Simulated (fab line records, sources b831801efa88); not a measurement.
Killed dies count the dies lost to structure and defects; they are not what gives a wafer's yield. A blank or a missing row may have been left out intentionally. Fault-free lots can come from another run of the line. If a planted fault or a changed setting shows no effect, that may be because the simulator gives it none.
fab line records    flow sky130
record lots=11  wafers=33  last_day=50
route steps=708 shown METAL4@602 CAP2M@617 VIA4@640 PAD_OPEN@708
lots that met no fault: from a run of the same line without faults
start_h: hours from the record's first day to the start of the lot's first wafer shown    wait_h: hours since the lot's step before    " identical to the entry in the row above    L1.1+2: several wafers, shown together as one row    - either no value or no given start    * or withheld: withheld    < > ~ a bound
route shown NAME@n: NAME is a module with steps in the file, n the number in the route of the first one    usual: mean and standard deviation over wafers with no fault    same: alike in all rows    chamber/n: place in a boat    sites: per-site readings    _std_site: the values' standard deviation    _edge_site: inner sites' mean taken away from outer sites' mean    radius_mm: how far each site lies from the wafer's centre    mask NAME#n: copy n    behind: the tool/chamber that last shaped the wafer    hold: what put the lot on hold/how long, in hours/how the hold closed    device: which transistor (n, p or np) failed to switch    end of line: the tests these same wafers got at the end of their route    a step given without rows: its recipe and nothing more    killed: dies lost to structure and defects at the first sort, not the wafer's yield    map: per-die view of a wafer (x killed, . not killed, _ where there is no die)
set.NAME: the setting the step ran with; set.NAME@STEP: the setting that earlier step ran with    model.NAME: the simulator's own value behind a step, which no gauge read
the route's steps for a sample of lots (tables are steps, rows are wafers)
services: from which hour (start_h, from the record's first day; less than 0 if before it) a tool's chamber was out of use, for how many hours, and why
## steps
# step SKY_METAL4_SPUTTER_04
# recipe material=TiN  target_thk_nm=70  power_w=6500  time_s=58.3  chamber_pressure_pa=0.4
# usual throttle_valve_pct=30.0/1
lot.wafer  tool            chamber  start_h  wait_h  throttle_valve_pct
L769.2     pvd_sputter-01  -        953.99   0.0     30.5
L769.3     "               -        "        "       29.9
L769.5     "               -        "        "       30.1
L770.2     pvd_sputter-01  -        960.42   0.0     30.6
L770.3     "               -        "        "       30.3
L770.6     "               -        "        "       30.2
L773.2     pvd_sputter-04  -        962.36   0.0     27.9
L773.3     "               -        "        "       31.0
L773.4     "               -        "        "       30.6
L774.1     pvd_sputter-01  -        962.71   0.0     30.7
L774.2     "               -        "        "       30.2
L774.6     "               -        "        "       30.2
L779.2     pvd_sputter-03  -        998.39   0.0     31.3
L779.4     "               -        "        "       29.9
L779.5     "               -        "        "       29.2
L781.1     pvd_sputter-03  -        1013.34  0.0     30.0
L781.2     "               -        "        "       29.0
L781.6     "               -        "        "       30.3
L783.1     pvd_sputter-01  -        1018.64  0.0     30.4
L783.3     "               -        "        "       30.5
L783.6     "               -        "        "       30.4
L784.3     pvd_sputter-04  -        1026.01  0.0     30.9
L784.5     "               -        "        "       29.2
L784.6     "               -        "        "       27.9
L785.1     pvd_sputter-03  -        1040.71  0.0     28.9
L785.2     "               -        "        "       30.2
L785.6     "               -        "        "       29.5
L787.1     pvd_sputter-01  -        1063.64  0.0     30.4
L787.5     "               -        "        "       30.4
L787.6     "               -        "        "       30.6
L791.1     pvd_sputter-01  -        1069.87  0.0     30.3
L791.2     "               -        "        "       30.6
L791.5     "               -        "        "       30.2
# step SKY_CAP2M_STRIP_14
# recipe chemistry=O2/N2  power_w=1400  pressure_mtorr=1500  platen_temp_c=withheld  o2_flow_sccm=3000  n2_flow_sccm=300  overash_fraction=0.5
# usual drypump_motor_current_A=6.0/0.53  n2_flow_sccm=300.0/0.85  oes_product_au=0.710/0.0043  strip_time_to_endpoint_s=12.64/0.035
# same overash_fraction=0.5
lot.wafer  tool             chamber  start_h  wait_h  drypump_motor_current_A  n2_flow_sccm  oes_product_au  rf_hours_counter_h  strip_time_to_endpoint_s
L769.2     plasma_asher-02  0        977.56   0.1     6.1                      299.1         0.708           55                  12.64
L769.3     "                1        "        "       6.9                      300.7         0.722           -                   12.63
L769.5     "                0        "        "       6.0                      299.2         0.709           -                   12.66
L770.2     plasma_asher-02  1        983.51   0.1     6.8                      300.4         0.710           55                  12.67
L770.3     "                1        "        "       6.8                      300.8         0.707           -                   12.63
L770.6     "                0        "        "       6.1                      299.9         0.714           -                   12.60
L773.2     plasma_asher-03  0        985.51   0.1     5.8                      299.5         0.709           91                  12.63
L773.3     "                0        "        "       5.8                      299.9         0.713           -                   12.67
L773.4     "                1        "        "       5.3                      301.3         0.707           -                   12.70
L774.1     plasma_asher-02  1        986.61   0.1     6.8                      299.4         0.710           56                  12.72
L774.2     "                0        "        "       6.1                      301.3         0.702           56                  12.66
L774.6     "                0        "        "       6.1                      300.5         0.706           -                   12.71
L779.2     plasma_asher-03  0        1021.46  0.1     5.8                      300.8         0.707           95                  12.62
L779.4     "                1        "        "       5.3                      299.3         0.710           -                   12.67
L779.5     "                0        "        "       5.8                      298.3         0.706           -                   12.62
L781.1     plasma_asher-04  1        1036.66  0.1     6.6                      299.8         0.713           122                 12.57
L781.2     "                0        "        "       5.7                      300.0         0.707           122                 12.56
L781.6     "                1        "        "       6.6                      301.3         0.705           -                   12.59
L783.1     plasma_asher-02  0        1041.27  0.1     6.0                      300.0         0.715           61                  12.65
L783.3     "                0        "        "       6.1                      300.1         0.710           -                   12.63
L783.6     "                1        "        "       6.8                      299.2         0.712           -                   12.64
L784.3     plasma_asher-03  1        1048.49  0.1     5.3                      301.1         0.704           -                   12.67
L784.5     "                1        "        "       5.3                      300.7         0.707           -                   12.67
L784.6     "                0        "        "       5.8                      300.2         0.712           -                   12.69
L785.1     plasma_asher-03  1        1063.06  0.1     5.3                      300.2         0.706           101                 12.68
L785.2     "                0        "        "       5.8                      300.2         0.713           101                 12.74
L785.6     "                1        "        "       5.3                      299.5         0.712           -                   12.68
L787.1     plasma_asher-04  1        1085.41  0.1     6.6                      299.8         0.709           2                   12.61
L787.5     "                0        "        "       5.7                      299.8         0.713           -                   12.61
L787.6     "                1        "        "       6.5                      299.2         0.707           -                   12.61
L791.1     plasma_asher-02  1        1091.51  0.1     6.8                      297.5         0.710           65                  12.67
L791.2     "                0        "        "       6.0                      299.3         0.708           65                  12.62
L791.5     "                1        "        "       6.8                      298.8         0.705           -                   12.65
# step SKY_METAL4_ETCH_16
# recipe chemistry=N2/H2  target=BARC  ion_energy_ev=200  bias_w=100  pressure_mtorr=30  n2_flow_sccm=100  h2_flow_sccm=200  icp_w=500  stop_on=SiO2  time_s=88.2  target_depth_a=600
# usual drypump_motor_current_A=5.9/0.5  n2_flow_sccm=100.01/0.29  oes_product_au=0.625/0.0045  run_length_s=116.8/0.42  throttle_valve_pct=13.205/0.01
lot.wafer  tool          chamber  start_h  wait_h  drypump_motor_current_A  n2_flow_sccm  oes_product_au  rf_hours_counter_h  run_length_s  throttle_valve_pct
L769.2     rie_metal-02  1        1000.93  0.0     5.7                      100.00        0.625           11                  116.9         13.193
L769.3     "             0        "        "       5.0                      100.12        0.616           -                   117.2         13.212
L769.5     "             0        "        "       5.0                      100.03        0.625           -                   116.8         13.220
L770.2     rie_metal-02  1        1007.78  0.0     5.8                      100.52        0.625           11                  116.9         13.180
L770.3     "             1        "        "       5.8                      100.04        0.625           -                   116.9         13.195
L770.6     "             1        "        "       5.7                      100.09        0.624           -                   117.1         13.212
L773.2     rie_metal-01  0        1010.05  0.1     6.0                      100.12        0.623           -                   116.6         13.211
L773.3     "             0        "        "       6.0                      100.11        0.625           -                   116.5         13.194
L773.4     "             0        "        "       6.0                      100.29        0.618           -                   116.4         13.200
L774.1     rie_metal-01  0        1010.96  0.1     6.0                      99.43         0.618           14                  116.8         13.204
L774.2     "             0        "        "       6.0                      99.29         0.622           -                   116.3         13.212
L774.6     "             0        "        "       6.0                      100.04        0.618           -                   116.5         13.214
L779.2     rie_metal-01  1        1044.63  0.0     6.4                      99.93         0.572           2                   138.3         13.206
L779.4     "             0        "        "       6.0                      99.62         0.577           -                   138.6         13.193
L779.5     "             1        "        "       6.4                      99.49         0.573           -                   138.5         13.211
L781.1     rie_metal-01  1        1059.48  0.0     6.4                      99.81         0.583           2                   138.2         13.197
L781.2     "             0        "        "       6.0                      99.76         0.574           17                  138.9         13.199
L781.6     "             1        "        "       6.4                      99.30         0.585           -                   138.6         13.204
L783.1     rie_metal-04  1        1063.63  0.0     6.5                      99.83         0.618           19                  117.3         13.190
L783.3     "             1        "        "       6.5                      99.96         0.627           -                   117.1         13.192
L783.6     "             1        "        "       6.5                      99.62         0.626           -                   117.0         13.212
L784.3     rie_metal-02  1        1069.27  0.0     5.7                      100.32        0.628           -                   116.9         13.224
L784.5     "             1        "        "       5.7                      100.21        0.627           -                   117.5         13.226
L784.6     "             0        "        "       5.0                      99.75         0.634           -                   117.1         13.214
L785.1     rie_metal-02  1        1085.13  0.0     5.7                      100.70        0.628           17                  117.0         13.204
L785.2     "             0        "        "       5.0                      99.97         0.623           19                  116.9         13.191
L785.6     "             0        "        "       5.0                      100.06        0.615           -                   116.9         13.188
L787.1     rie_metal-02  0        1107.48  0.0     5.0                      99.92         0.628           20                  117.0         13.192
L787.5     "             0        "        "       5.0                      100.14        0.617           -                   117.0         13.196
L787.6     "             1        "        "       5.7                      100.33        0.624           -                   117.3         13.192
L791.1     rie_metal-04  1        1113.03  0.0     6.5                      99.94         0.625           23                  116.8         13.214
L791.2     "             0        "        "       6.3                      99.73         0.621           27                  117.5         13.184
L791.5     "             1        "        "       6.5                      99.85         0.627           -                   117.5         13.216
# step SKY_METAL4_ETCH_17
# recipe target=SiO2  stop_on=TiN  chemistry=C4F8/O2/Ar  source_w=1500  bias_w=1200  pressure_mtorr=40  c4f8_flow_sccm=withheld  O2_flow_sccm=6  Ar_flow_sccm=300  time_s=3.9  target_depth_a=150
# usual oes_product_au=0.754/0.0067
lot.wafer  tool         chamber  start_h  wait_h  oes_product_au  rf_hours_counter_h
L769.2     rie_diel-03  1        1001.03  0.1     0.751           9
L769.3     "            3        "        "       0.753           10
L769.5     "            3        "        "       0.755           -
L770.2     rie_diel-03  3        1007.88  0.1     0.753           10
L770.3     "            1        "        "       0.757           9
L770.6     "            1        "        "       0.766           -
L773.2     rie_diel-01  3        1010.21  0.1     0.753           20
L773.3     "            0        "        "       0.749           28
L773.4     "            1        "        "       0.747           20
L774.1     rie_diel-01  3        1011.16  0.2     0.743           20
L774.2     "            0        "        "       0.756           28
L774.6     "            2        "        "       0.762           -
L779.2     rie_diel-02  3        1044.73  0.1     0.735           15
L779.4     "            2        "        "       0.739           9
L779.5     "            3        "        "       0.733           -
L781.1     rie_diel-03  3        1059.58  0.1     0.728           12
L781.2     "            1        "        "       0.724           11
L781.6     "            1        "        "       0.728           -
L783.1     rie_diel-02  1        1063.73  0.1     0.744           8
L783.3     "            0        "        "       0.736           13
L783.6     "            1        "        "       0.745           -
L784.3     rie_diel-03  1        1069.33  0.0     0.746           11
L784.5     "            3        "        "       0.756           -
L784.6     "            0        "        "       0.756           -
L785.1     rie_diel-01  2        1085.23  0.1     0.748           15
L785.2     "            1        "        "       0.755           22
L785.6     "            2        "        "       0.759           -
L787.1     rie_diel-02  2        1107.58  0.1     0.753           11
L787.5     "            2        "        "       0.765           -
L787.6     "            3        "        "       0.751           -
L791.1     rie_diel-02  0        1113.13  0.1     0.754           14
L791.2     "            2        "        "       0.764           11
L791.5     "            3        "        "       0.761           -
# step SKY_VIA4_THK_MEAS_01
# recipe reads=SiO2_of_VIA4_HDPCVD_00
# usual VIA4_HDPCVD_THK=1760/17
lot.wafer  tool           chamber  start_h  wait_h  VIA4_HDPCVD_THK[nm]
L769.2     film_metro-04  -        1002.04  0.1     1755
L769.3     "              -        "        "       1772
L769.5     "              -        "        "       1754
L770.2     film_metro-02  -        1009.04  0.1     1768
L770.3     "              -        "        "       1779
L770.6     "              -        "        "       1746
L773.2     film_metro-04  -        1011.24  0.1     1768
L773.3     "              -        "        "       1763
L773.4     "              -        "        "       1778
L774.1     film_metro-01  -        1012.13  0.1     1764
L774.2     "              -        "        "       1744
L774.6     "              -        "        "       1734
L779.2     film_metro-02  -        1045.71  0.1     1764
L779.4     "              -        "        "       1752
L779.5     "              -        "        "       1747
L781.1     film_metro-02  -        1060.58  0.1     1744
L781.2     "              -        "        "       1764
L781.6     "              -        "        "       1740
L783.1     film_metro-02  -        1064.71  0.1     1738
L783.3     "              -        "        "       1756
L783.6     "              -        "        "       1738
L784.3     film_metro-02  -        1070.32  0.1     1792
L784.5     "              -        "        "       1765
L784.6     "              -        "        "       1758
L785.1     film_metro-01  -        1086.20  0.1     1748
L785.2     "              -        "        "       1742
L785.6     "              -        "        "       1756
L787.1     film_metro-01  -        1108.55  0.1     1777
L787.5     "              -        "        "       1746
L787.6     "              -        "        "       1767
L791.1     film_metro-01  -        1114.10  0.1     1754
L791.2     "              -        "        "       1749
L791.5     "              -        "        "       1745
# step SKY_PAD_OPEN_PROBE_99
# usual killed_at_M0_to_M3=44/7.4  killed_at_M4_up=3.0/1.6  killed_at_contacts=24/5  killed_at_front_end=15/4.6  killed_at_other=0.4/0.65  killed_dies=86/9.6  killed_open=48/7.4  killed_short=38/6.9
# same gross_dies=492  killed_at_back_side=0
lot.wafer  tool       chamber  start_h  wait_h  killed_at_M0_to_M3  killed_at_M4_up  killed_at_contacts  killed_at_front_end  killed_at_other  killed_dies  killed_open  killed_short
L774.1     prober-02  -        1109.46  0.1     45                  5                23                  12                   0                85           50           35
L774.2     prober-02  -        1109.51  0.1     34                  4                17                  15                   1                71           42           29
L774.6     prober-02  -        1109.71  0.2     36                  2                24                  16                   1                79           44           35
L787.1     prober-01  -        1185.01  0.1     51                  5                21                  11                   0                88           48           40
L787.5     prober-01  -        1185.21  0.2     49                  4                27                  11                   1                92           49           43
L787.6     prober-01  -        1185.26  0.2     34                  5                21                  15                   0                75           47           28
# killed by level:class
L774.1 VIA1:geometric_particle:open=13 VIA2:geometric_particle:open=10 CONTACT:geometric_particle:open=10 METAL2:geometric_particle:short=5 VIA3:geometric_particle:short=5 POLY_GATE:geometric_particle:open=4 LI_CONTACT:geometric_particle:open=4 LOCAL_INTERCONNECT:geometric_particle:short=4
L774.2 CONTACT:geometric_particle:open=6 VIA1:geometric_particle:short=6 VIA1:geometric_particle:open=6 VIA2:geometric_particle:open=6 VIA3:geometric_particle:open=6 LI_CONTACT:geometric_particle:open=5 METAL2:geometric_particle:short=4 FIELD_ISO:geometric_particle:short=3
L774.6 CONTACT:geometric_particle:open=10 POLY_GATE:geometric_particle:open=7 VIA3:geometric_particle:open=7 METAL2:geometric_particle:short=6 CONTACT:geometric_particle:short=5 VIA1:geometric_particle:open=5 VIA2:geometric_particle:open=4 VIA1:geometric_particle:short=4
L787.1 VIA1:geometric_particle:open=19 LOCAL_INTERCONNECT:geometric_particle:short=7 METAL2:geometric_particle:short=7 LI_CONTACT:geometric_particle:open=6 VIA1:geometric_particle:short=6 VIA2:geometric_particle:open=5 FIELD_ISO:geometric_particle:open=4 CONTACT:geometric_particle:open=4
L787.5 VIA1:geometric_particle:open=15 CONTACT:geometric_particle:open=11 LI_CONTACT:geometric_particle:open=6 VIA3:geometric_particle:open=5 VIA2:geometric_particle:short=5 METAL3:geometric_particle:short=5 CONTACT:geometric_particle:short=4 LOCAL_INTERCONNECT:geometric_particle:short=4
L787.6 CONTACT:geometric_particle:open=11 VIA3:geometric_particle:open=7 VIA1:geometric_particle:open=6 CONTACT:geometric_particle:short=5 METAL1:geometric_particle:short=4 FIELD_ISO:geometric_particle:open=3 METAL3:geometric_particle:open=3 POLY_GATE:geometric_particle:short=3
## services
tool             chamber  start_h  hours  kind
rie_metal-04     -        938.96   0.5    repair
rie_metal-02     0        975.74   1.5    repair
rie_metal-02     -        976.68   0.6    repair
rie_diel-03      0        978.28   4.3    repair
rie_diel-01      0        980.65   8.1    repair
rie_diel-01      3        983.46   3.2    repair
rie_metal-02     0        994.43   4.1    repair
rie_diel-02      -        1004.56  0.9    repair
rie_diel-02      -        1010.27  1.0    repair
rie_diel-02      0        1023.55  8.7    repair
rie_diel-02      3        1026.15  3.9    repair
rie_diel-02      1        1028.50  1.7    repair
rie_diel-01      1        1029.55  3.8    repair
rie_diel-02      3        1031.20  9.1    repair
plasma_asher-03  -        1046.76  0.8    repair
plasma_asher-02  -        1047.48  15.4   repair
rie_metal-01     1        1051.60  5.9    repair
pvd_sputter-03   -        1070.13  1.3    repair
rie_diel-01      1        1074.85  7.2    repair
pvd_sputter-03   -        1079.80  0.9    repair
rie_diel-01      -        1081.14  0.6    repair
plasma_asher-03  -        1084.36  4.3    repair
rie_diel-02      -        1104.64  2.3    repair
rie_diel-03      3        1107.77  2.6    repair
## key
first_sign step=SKY_METAL4_ETCH_16  reading=run_length_s  direction=up  sigmas=52  usual=*  struck=*
effect step=SKY_METAL4_ETCH_16  reading=oes_product_au  direction=down  sigmas=11  usual=0.625  struck=0.577
effect step=SKY_METAL4_ETCH_17  reading=oes_product_au  direction=down  sigmas=3.4  usual=0.754  struck=0.731
met_at SKY_METAL4_ETCH_16
struck_lots L779,L781
tester_left_out L781
not_acting_at SKY_METAL4_SPUTTER_04,SKY_CAP2M_STRIP_14,SKY_VIA4_THK_MEAS_01
onset_between 1010.96 1044.63
earlier_fault kind=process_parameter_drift  tool=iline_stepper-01  chamber=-  onset_h=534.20  steps=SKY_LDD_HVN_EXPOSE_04  channel=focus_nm  offset=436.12  spread_by_wafer=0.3  shape=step  end_h=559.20
fault kind=process_parameter_drift  tool=rie_metal-01  chamber=-  onset_h=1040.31  steps=SKY_METAL4_ETCH_16  channel=time_s  offset=*  shape=step  acts_in=*  stated=*
# tester_left_out: of these lots the tester's yield and bins aren't shown, on N5 and GAA mostly nor the transistor test; their killed dies are dies lost to structure and defects alone, not to doping, threshold or leakage, so they don't give the yield
